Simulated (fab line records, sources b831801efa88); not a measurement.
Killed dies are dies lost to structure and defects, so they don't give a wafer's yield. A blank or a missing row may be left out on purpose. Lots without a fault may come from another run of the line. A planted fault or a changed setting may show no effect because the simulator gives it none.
Problem report in the 8D (eight disciplines) form, filled by code | flow gf180mcu | the parts of the form that need people (team, actions taken, sign-off) are left out

1. THE PROBLEM
V2_CVD_02_THK at GF_V2_THK_MEAS_03 reads a mean of 628 nm on 3 wafers of 2 lots; wafers without a fault read 848 nm with a standard deviation of 11. That is -20 standard deviations from the usual mean.
First seen on wafer L359.1, day 20 19:05, on film_metro-01. The record holds 36 wafers of 12 lots with a number at this step. Rule for "out", or "out of limits": more than 4 standard deviations from the usual mean. The other wafers with a number count as sound.

2. WHAT IT IS AND WHAT IT IS NOT
question                    | is                     | is not
which readings at this step | V2_CVD_02_THK          | -
which lots                  | L358, L359             | L355, L356, L357, L369, L370, L371, L372, L374, L377, L378
which wafers of those lots  | L358.4, L359.1, L359.3 | L358.5, L358.6, L359.2
read on which gauges        | film_metro-01          | film_metro-03, film_metro-04
when                        | from day 20 19:05      | up to then (10 sound wafers); but 23 sound wafers of L358, L369, L370, L371, L372, L374, L377, L378 came after

3. SUSPECTS, AND WHAT RULES EACH OUT
Counting: a tool at a process step up to the reading stays a suspect if it ran every lot that is out. Sound lots after the first of them don't rule it out here, since some wafers of a struck lot are sound.
- the gauge at GF_V2_THK_MEAS_03: ruled out. All the wafers that are out were read on film_metro-01, but those of them that GF_V2_CMP_04 has rows for are out there too, on other tools.
- pecvd-03 at GF_V2_CVD_02 (deposits SiO2 from TEOS, target thk 850 nm, time 94.851 s): kept. It ran every lot that is out, first L359 (day 20 19:01); its last sound lot up to then is L357 (day 19 13:26).
Left after counting: pecvd-03 at GF_V2_CVD_02.

4. THE CAUSE (what the simulator had put in)
Process parameter drift: pecvd-03, from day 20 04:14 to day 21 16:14, at GF_V2_CVD_02. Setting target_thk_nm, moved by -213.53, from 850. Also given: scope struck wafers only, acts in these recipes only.
Counting left only this tool.

5. THE CHAIN OF EFFECTS, in route order
Each row: a reading whose mean over the struck wafers that have a number lies more than 3 standard deviations from the usual. Only readings for which the record gives a usual standard deviation are gone through. hours: the time from each lot's start at the first step in this table that gives one to its start at this step, as a median over the lots. sigmas: the change in usual standard deviations.
hours | step              | reading            | usual  | on struck wafers | change | sigmas
0     | GF_V2_THK_MEAS_03 | V2_CVD_02_THK      | 848 nm | 628              | -220   | -20
0     | GF_V2_CMP_04      | time_to_endpoint_s | 82 s   | 26               | -56    | -12
The process steps in it:
- GF_V2_CMP_04: polishes SiO2.

6. WHAT WOULD HAVE CAUGHT IT SOONER
In this record the first reading out of limits at a measuring or inspecting step was taken at day 20 19:05, 15 hours after the fault began at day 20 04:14.
Of the tool readings at GF_V2_CVD_02 for which the record gives a usual standard deviation, none was out on any struck wafer, so an alarm limit of 4 standard deviations on them would not have fired.
Of the lots that are out (2), L358 began GF_V2_CVD_02 on pecvd-03 after day 20 19:05. A hold on the tool at that time would have spared it.
